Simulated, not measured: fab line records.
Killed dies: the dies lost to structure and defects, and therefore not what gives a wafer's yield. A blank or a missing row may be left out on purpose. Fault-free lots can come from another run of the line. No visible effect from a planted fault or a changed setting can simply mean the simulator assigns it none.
Which tool was responsible? / flow gf180mcu / 14 lots, 42 wafers sampled, at 4 steps of a route of 602

## WHAT THE GAUGES READ, wafer by wafer
GF_STI_BOW_MEAS_00. Usual: for INCOMING_BOW the level is 0 um and the standard deviation is 6.5.
lot=L278; measured=day 1 10:00; on=film_metro-02; INCOMING_BOW (um)=-5 2 -11; flag=
lot=L279; measured=day 1 15:00; on=film_metro-04; INCOMING_BOW (um)=8 -11 10; flag=
lot=L286; measured=day 3 02:01; on=film_metro-03; INCOMING_BOW (um)=11 -4 4; flag=
lot=L287; measured=day 3 07:01; on=film_metro-03; INCOMING_BOW (um)=6 -2 3; flag=
lot=L288; measured=day 3 12:01; on=film_metro-02; INCOMING_BOW (um)=-1 -1 7; flag=
lot=L289; measured=day 3 17:01; on=film_metro-02; INCOMING_BOW (um)=-5 -2 -9; flag=
lot=L291; measured=day 4 03:02; on=film_metro-02; INCOMING_BOW (um)=-10 9 -2; flag=
lot=L292; measured=day 4 08:00; on=film_metro-02; INCOMING_BOW (um)=-1 1 -3; flag=
lot=L293; measured=day 4 13:00; on=film_metro-03; INCOMING_BOW (um)=6 -3 3; flag=
lot=L296; measured=day 5 04:00; on=film_metro-03; INCOMING_BOW (um)=1 -6 -4; flag=
lot=L297; measured=day 5 09:00; on=film_metro-03; INCOMING_BOW (um)=-11 3 -9; flag=
lot=L299; measured=day 5 19:01; on=film_metro-02; INCOMING_BOW (um)=12 -4 -4; flag=
lot=L300; measured=day 6 00:00; on=film_metro-02; INCOMING_BOW (um)=-5 -1 6; flag=
lot=L301; measured=day 6 05:00; on=film_metro-04; INCOMING_BOW (um)=-1 1 5; flag=

GF_POLY_GATE_OVL_MEAS_11. Usual: for POLY_GATE_OVL the level is 2 nm and the standard deviation is 5.5.
lot=L278; measured=day 9 06:34; on=overlay-02; POLY_GATE_OVL (nm)=13 -2 2; flag=
lot=L279; measured=day 9 13:27; on=overlay-02; POLY_GATE_OVL (nm)=-4 7 5; flag=
lot=L286; measured=day 11 09:25; on=overlay-01; POLY_GATE_OVL (nm)=7 -2 5; flag=
lot=L287; measured=day 11 19:46; on=overlay-01; POLY_GATE_OVL (nm)=1 4 1; flag=
lot=L288; measured=day 12 05:10; on=overlay-01; POLY_GATE_OVL (nm)=5 -5 -4; flag=
lot=L289; measured=day 12 10:52; on=overlay-01; POLY_GATE_OVL (nm)=-6 1 -2; flag=
lot=L291; measured=day 13 01:22; on=overlay-01; POLY_GATE_OVL (nm)=6 9 4; flag=
lot=L292; measured=day 13 07:03; on=overlay-01; POLY_GATE_OVL (nm)=4 11 2; flag=
lot=L293; measured=day 13 16:22; on=overlay-01; POLY_GATE_OVL (nm)=5 3 5; flag=
lot=L296; measured=day 14 10:36; on=overlay-01; POLY_GATE_OVL (nm)=11 11 6; flag=
lot=L297; measured=day 14 19:45; on=overlay-02; POLY_GATE_OVL (nm)=6 -4 3; flag=
lot=L299; measured=day 15 16:24; on=overlay-02; POLY_GATE_OVL (nm)=0 -1 -3; flag=
lot=L300; measured=day 15 20:09; on=overlay-01; POLY_GATE_OVL (nm)=3 9 1; flag=
lot=L301; measured=day 16 00:09; on=overlay-02; POLY_GATE_OVL (nm)=4 9 -3; flag=

GF_HV_LDD_RS_MEAS_53: a four-point-probe measurement. Usual: for HV_LDD_RS the level is 418.3 ohm/sq and the standard deviation is 1.
lot=L278; measured=day 12 12:07; on=film_metro-03; HV_LDD_RS (ohm/sq)=418.7 419.9 420.2; flag=
lot=L279; measured=day 12 17:22; on=film_metro-03; HV_LDD_RS (ohm/sq)=419.0 418.5 418.6; flag=
lot=L286; measured=day 14 20:02; on=film_metro-04; HV_LDD_RS (ohm/sq)=418.3 418.3 418.4; flag=
lot=L287; measured=day 15 09:03; on=film_metro-04; HV_LDD_RS (ohm/sq)=414.1 412.3 411.5; flag=OFF
lot=L288; measured=day 15 17:38; on=film_metro-01; HV_LDD_RS (ohm/sq)=414.3 416.0 415.4; flag=OFF
lot=L289; measured=day 16 00:38; on=film_metro-03; HV_LDD_RS (ohm/sq)=413.5 414.7 413.7; flag=OFF
lot=L291; measured=day 16 18:10; on=film_metro-03; HV_LDD_RS (ohm/sq)=418.0 417.9 418.5; flag=
lot=L292; measured=day 17 00:40; on=film_metro-01; HV_LDD_RS (ohm/sq)=417.5 417.3 418.5; flag=
lot=L293; measured=day 17 09:49; on=film_metro-03; HV_LDD_RS (ohm/sq)=418.8 418.9 417.6; flag=
lot=L296; measured=day 18 10:47; on=film_metro-01; HV_LDD_RS (ohm/sq)=418.9 419.4 418.2; flag=
lot=L297; measured=day 18 16:22; on=film_metro-01; HV_LDD_RS (ohm/sq)=416.8 417.4 417.6; flag=
lot=L299; measured=day 19 17:37; on=film_metro-01; HV_LDD_RS (ohm/sq)=417.8 418.2 417.7; flag=
lot=L300; measured=day 20 03:48; on=film_metro-01; HV_LDD_RS (ohm/sq)=418.3 420.0 420.1; flag=
lot=L301; measured=day 20 03:52; on=film_metro-04; HV_LDD_RS (ohm/sq)=418.0 418.9 417.4; flag=

## EACH LOT AND THE TOOL THAT RAN IT (in order: tool; ch and the chambers of the sampled wafers; start)
lot=L278; GF_HV_LDD_IMPLANT_36=implanter-04 ch 0, day 11 15:47
lot=L279; GF_HV_LDD_IMPLANT_36=implanter-03 ch 0, day 11 21:35
lot=L286; GF_HV_LDD_IMPLANT_36=implanter-03 ch 0, day 13 22:46
lot=L287; GF_HV_LDD_IMPLANT_36=implanter-03 ch 0, day 14 12:01
lot=L288; GF_HV_LDD_IMPLANT_36=implanter-03 ch 0, day 14 19:34
lot=L289; GF_HV_LDD_IMPLANT_36=implanter-03 ch 0, day 15 02:37
lot=L291; GF_HV_LDD_IMPLANT_36=implanter-04 ch 0, day 15 19:50
lot=L292; GF_HV_LDD_IMPLANT_36=implanter-04 ch 0, day 16 01:53
lot=L293; GF_HV_LDD_IMPLANT_36=implanter-01 ch 0, day 16 10:17
lot=L296; GF_HV_LDD_IMPLANT_36=implanter-04 ch 0, day 17 11:35
lot=L297; GF_HV_LDD_IMPLANT_36=implanter-03 ch 0, day 17 15:59
lot=L299; GF_HV_LDD_IMPLANT_36=implanter-04 ch 0, day 18 17:19
lot=L300; GF_HV_LDD_IMPLANT_36=implanter-03 ch 0, day 19 02:50
lot=L301; GF_HV_LDD_IMPLANT_36=implanter-04 ch 0, day 19 02:53
- GF_HV_LDD_IMPLANT_36

## AS READ BY THE TOOLS THEMSELVES (means over the sampled wafers that have a number; for cases with no such wafer, the mark the record gives instead)
GF_HV_LDD_IMPLANT_36. Usual: dose_ions_cm2 7.502e+12, standard deviation 7.6e+09; faraday_current_uA 42.3, standard deviation 0.78.
lot=L278 tool=implanter-04 dose_ions_cm2=7.502e+12 faraday_current_uA=42.4 flag=
lot=L279 tool=implanter-03 dose_ions_cm2=7.505e+12 faraday_current_uA=42.4 flag=
lot=L286 tool=implanter-03 dose_ions_cm2=7.498e+12 faraday_current_uA=42.1 flag=
lot=L287 tool=implanter-03 dose_ions_cm2=9.352e+12 faraday_current_uA=53.3 flag=OFF
lot=L288 tool=implanter-03 dose_ions_cm2=9.345e+12 faraday_current_uA=51.0 flag=OFF
lot=L289 tool=implanter-03 dose_ions_cm2=9.351e+12 faraday_current_uA=52.8 flag=OFF
lot=L291 tool=implanter-04 dose_ions_cm2=7.503e+12 faraday_current_uA=42.4 flag=
lot=L292 tool=implanter-04 dose_ions_cm2=7.503e+12 faraday_current_uA=42.9 flag=
lot=L293 tool=implanter-01 dose_ions_cm2=7.505e+12 faraday_current_uA=42.1 flag=
lot=L296 tool=implanter-04 dose_ions_cm2=7.500e+12 faraday_current_uA=42.5 flag=
lot=L297 tool=implanter-03 dose_ions_cm2=7.505e+12 faraday_current_uA=41.6 flag=
lot=L299 tool=implanter-04 dose_ions_cm2=7.505e+12 faraday_current_uA=42.1 flag=
lot=L300 tool=implanter-03 dose_ions_cm2=7.505e+12 faraday_current_uA=42.1 flag=
lot=L301 tool=implanter-04 dose_ions_cm2=7.490e+12 faraday_current_uA=41.9 flag=

## THE ANSWER, worked out from the rows above alone
Rule: take the mean of a lot's wafers that have a number; if it is more than 3 standard deviations from the usual mean, the lot is off. A lot without any number at a reading at which 4 lots or more have one is off too. All remaining lots with rows at the step are treated as sound. After the gauges, taken in route order, come the tools' own readings; for these a lot's mean is taken, as printed above. The first step at which some lot is off is used, and at that step the reading that is off furthest; a lot without a number counts as furthest.
Off: at GF_HV_LDD_RS_MEAS_53 (HV_LDD_RS), L287, L288, L289.
If a tool, at a process step before that reading, ran all the lots that are off and no sound lot after the first of them, it fits. Not tried: the gauges at GF_HV_LDD_RS_MEAS_53; whatever is off there is also off at GF_HV_LDD_IMPLANT_36, on other tools, and gauge error can't account for it. Of those tried, none fits.

## WHAT HAD BEEN PUT IN BY THE SIMULATOR
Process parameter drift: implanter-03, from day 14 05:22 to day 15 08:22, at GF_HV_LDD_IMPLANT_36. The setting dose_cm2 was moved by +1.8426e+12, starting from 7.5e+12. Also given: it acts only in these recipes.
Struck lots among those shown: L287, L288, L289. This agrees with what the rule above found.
